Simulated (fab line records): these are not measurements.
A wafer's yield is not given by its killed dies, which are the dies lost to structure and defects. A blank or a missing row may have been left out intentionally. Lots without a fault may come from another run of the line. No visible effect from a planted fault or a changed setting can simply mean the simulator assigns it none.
A single fault, viewed from 2 desks :: flow gf180mcu :: what lay behind the numbers comes last; until then each desk has only its own

== FROM THE METROLOGY DESK ==
What the gauges read for every lot (on any tool): the sampled wafers with a number, averaged. Any lot whose mean is over 4 standard deviations away from the usual mean is out of limits and marked OUT; that distance is given in the brackets. 7 of its 9 readings are shown, namely those furthest out on some lot.
Columns: A = V3_W_RS at GF_V3_RS_MEAS_24, usual 0.328 ohm/sq; B = V3_W_THK at GF_V3_THK_MEAS_25, usual 357 nm; C = M4_ALCU_THK at GF_M4_THK_MEAS_06, usual 451 nm; D = cdNm at GF_M4_CD_MEAS_14, usual 279.6 nm; E = V4_CVD_00_THK at GF_V4_THK_MEAS_01, usual 599 nm; F = V4_CVD_02_THK at GF_V4_THK_MEAS_03, usual 846 nm; G = V4_BOW at GF_V4_BOW_MEAS_05, usual 135 um
lot: L350
first seen here: day 23 14:10
A: 0.328
B: 352
C: 450
D: 278.9
E: 598
F: 843
G: 155

lot: L360
first seen here: day 27 04:30
A: 0.327
B: 360
C: 447
D: 280.2
E: 596
F: 844
G: 141

lot: L361
first seen here: day 27 05:53
A: 0.325
B: 362
C: 451
D: 278.4
E: 599
F: 849
G: 132

lot: L363
first seen here: day 27 21:20
A: 0.326
B: 361
C: 455
D: 278.4
E: 600
F: 865
G: 138

lot: L364
first seen here: day 28 00:00
A: 0.332
B: 352
C: 450
D: 279.5
E: 598
F: 844
G: 136

lot: L366
first seen here: day 28 13:35
A: 0.329
B: 357
C: 446
D: 280.3
E: 593
F: 841
G: 145
Finding of this desk: none of the 6 lots has anything out of limits.

== DESK OF THE TOOL OWNER: pvdSputter-03 ==
At GF_M4_SPUTTER_04 (material TiN, target thk 50 nm, time 41.7 s) the tool's own readings: per lot run on this tool, the mean of the sampled wafers that have a number. Any lot whose mean is over 4 standard deviations away from the usual mean is out of limits and marked OUT; that distance is given in the brackets.
Columns: A = cathodeDcPowerW at GF_M4_SPUTTER_04, usual 6499.9 W; B = throttleValvePct at GF_M4_SPUTTER_04, usual 29.4 %
lot: L350
first seen here: day 23 14:49
A: 6499.8
B: 28.6

lot: L360
first seen here: day 27 05:08
A: 6187.2 (-99 or more) OUT
B: 29.4

lot: L363
first seen here: day 27 21:58
A: 6187.1 (-99 or more) OUT
B: 29.2
Finding of this desk: L360, L363 out of limits; the first was L360 at day 27 05:08, on cathodeDcPowerW at GF_M4_SPUTTER_04. Within limits: L350.

== BROUGHT TOGETHER ==
The tool owner's desk had the chance to raise an alarm at day 27 05:08 on L360, L363.
From the metrology desk's view, nothing was out of limits.
The metrology desk holds a record of L360, L363, inside its limits.
The lots listed all ran GF_M4_SPUTTER_04 on pvdSputter-03.

== WHAT THE SIMULATOR HAD INSERTED ==
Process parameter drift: pvdSputter-03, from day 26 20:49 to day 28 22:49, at GF_M4_SPUTTER_04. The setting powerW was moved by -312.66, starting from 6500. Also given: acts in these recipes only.
Struck lots among those shown: L360, L363.
Delay in hours, fault start to first out-of-limits reading, by desk: the tool owner's desk at 8.
